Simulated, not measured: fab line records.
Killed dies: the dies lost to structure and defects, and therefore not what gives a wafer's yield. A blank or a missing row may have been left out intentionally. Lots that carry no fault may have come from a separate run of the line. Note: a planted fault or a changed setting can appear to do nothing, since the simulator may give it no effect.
Chamber matching -- flow sfq line -- SFQ_TRILAYER_I1_CMP_CMP_046 on cmp-01 has 4 sister chambers
The step polishes SiO2. 15 wafers are shown with their chamber, then 7 later ones without.

## WAFERS PAIRED WITH THEIR CHAMBERS
wafer,chamber,motor current A (A),time to endpoint s (s),platen rpm (rpm)
L923.3,1,9.3,220,60.04
L923.4,0,10.5,221,59.97
L923.5,1,9.9,212,60.03
L928.4,2,9.0,215,59.98
L928.2,0,11.2,206,59.96
L928.5,1,9.7,217,60.02
L930.3,2,8.9,214,60.02
L930.4,1,10.0,219,60.03
L930.5,1,9.8,220,59.98
L931.2,1,9.9,209,60.03
L931.1,3,12.3,222,59.94
L931.3,0,10.5,215,60.00
L932.3,0,11.1,219,59.91
L932.1,2,9.1,216,59.96
L933.5,3,12.5,238,60.04

SIGNATURES (means of the wafers above)
reading,chamber 0,chamber 1,chamber 2,chamber 3,scatter within a chamber
motor current A,10.825,9.767,9.000,12.400,0.266
time to endpoint s,215.25,216.17,215.00,230.00,5.8
platen rpm,59.9600,60.0217,59.9867,59.9900,0.0348
Rule: distance of a wafer from a chamber = root of the sum over the readings of ((wafer's reading minus chamber's mean) / reading's scatter) squared. The wafer belongs to the nearest chamber; if the next one is less than 2 further off, it can't be placed. The scatter: take each reading less its chamber's mean, square it, sum over the shown wafers, divide by the number of wafers less the number of chambers, and take the root.

## WAFERS MISSING THEIR CHAMBER
wafer,motor current A (A),time to endpoint s (s),platen rpm (rpm)
L933.6,10.1,229,59.99
L942.2,9.5,207,59.97
L942.3,10.5,205,59.95
L942.4,12.2,211,60.02
L945.1,12.2,212,59.99
L945.4,11.1,225,59.97
L945.5,10.8,217,60.06

## WHICH CHAMBER EACH WENT THROUGH
wafer,from the rows above,in truth
L933.6,can't be placed: 1 or 0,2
L942.2,can't be placed: 2 or 1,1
L942.3,can't be placed: 0 or 1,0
L942.4,3,3
L945.1,3,3
L945.4,0,0
L945.5,can't be placed: 0 or 1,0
Placed correctly: 3 of 7. Cannot be placed on the basis of these rows: 4; the candidates contain the true chamber in 3. 0 placed wrongly.
